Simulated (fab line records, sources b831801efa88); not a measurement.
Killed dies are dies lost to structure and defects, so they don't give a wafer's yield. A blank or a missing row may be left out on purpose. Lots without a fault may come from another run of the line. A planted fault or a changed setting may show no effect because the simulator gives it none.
Chamber matching | flow sky130 | SKY_CONTACT_ETCH_16 on rie_diel-03: 4 sister chambers
The step etches BARC in N2/H2, stops on SiO2, time 45.9 s, target depth 60 nm. 16 wafers are shown with their chamber, then 8 later ones without.

WAFERS WITH THEIR CHAMBER
wafer  | chamber | oes_product_au (a.u.) | throttle_valve_pct (%) | chamber_pressure_mTorr (mTorr)
L074.1 | 0       | 0.853                 | 13.248                 | 30.00
L074.3 | 1       | 0.846                 | 13.234                 | 30.02
L074.6 | 1       | 0.856                 | 13.215                 | 30.05
L082.3 | 1       | 0.855                 | 13.215                 | 30.01
L082.5 | 3       | 0.855                 | 13.235                 | 30.00
L082.6 | 2       | 0.850                 | 13.229                 | 29.99
L088.1 | 0       | 0.864                 | 13.231                 | 30.01
L088.3 | 2       | 0.855                 | 13.224                 | 30.04
L088.6 | 0       | 0.868                 | 13.205                 | 30.01
L091.2 | 2       | 0.856                 | 13.228                 | 29.98
L091.4 | 1       | 0.853                 | 13.215                 | 29.95
L091.6 | 2       | 0.858                 | 13.223                 | 30.03
L092.1 | 3       | 0.860                 | 13.228                 | 29.99
L092.4 | 0       | 0.855                 | 13.205                 | 29.98
L092.5 | 1       | 0.847                 | 13.224                 | 29.98
L094.1 | 0       | 0.850                 | 13.227                 | 29.99

SIGNATURES (means of the wafers above)
reading                | chamber 0 | chamber 1 | chamber 2 | chamber 3 | scatter within a chamber
oes_product_au         | 0.85800   | 0.85140   | 0.85475   | 0.85750   | 0.00553
throttle_valve_pct     | 13.22320  | 13.22060  | 13.22600  | 13.23150  | 0.0119
chamber_pressure_mTorr | 29.9980   | 30.0020   | 30.0100   | 29.9950   | 0.0277
Rule: a wafer's distance from a chamber is the root of the sum, over the readings, of the square of ((its reading less the chamber's mean) divided by the reading's scatter). The wafer belongs to the nearest chamber; if the next one is less than 2 further off, it can't be placed. The scatter: the root of (the sum of the squares of (reading less its chamber's mean) over the shown wafers, divided by (wafers less chambers)).

WAFERS WITHOUT THEIR CHAMBER
wafer  | oes_product_au (a.u.) | throttle_valve_pct (%) | chamber_pressure_mTorr (mTorr)
L094.4 | 0.867                 | 13.222                 | 30.02
L094.5 | 0.854                 | 13.238                 | 30.01
L095.2 | 0.858                 | 13.228                 | 30.07
L095.4 | 0.859                 | 13.223                 | 30.03
L095.5 | 0.856                 | 13.213                 | 30.02
L096.1 | 0.853                 | 13.234                 | 29.96
L096.2 | 0.861                 | 13.234                 | 29.98
L096.3 | 0.852                 | 13.222                 | 29.95

WHICH CHAMBER EACH WENT THROUGH
wafer  | from the rows above               | in truth
L094.4 | can't be placed: 0 or 3 or 2 or 1 | 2
L094.5 | can't be placed: 3 or 2 or 0 or 1 | 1
L095.2 | can't be placed: 2 or 0 or 3 or 1 | 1
L095.4 | can't be placed: 2 or 0 or 3 or 1 | 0
L095.5 | can't be placed: 2 or 0 or 1 or 3 | 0
L096.1 | can't be placed: 3 or 0 or 1 or 2 | 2
L096.2 | can't be placed: 3 or 0 or 2 or 1 | 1
L096.3 | can't be placed: 1 or 0 or 3 or 2 | 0
Placed correctly: 0 of 8. Can't be placed from these rows: 8 (the true chamber is among the candidates in 8). Placed wrongly: 0.
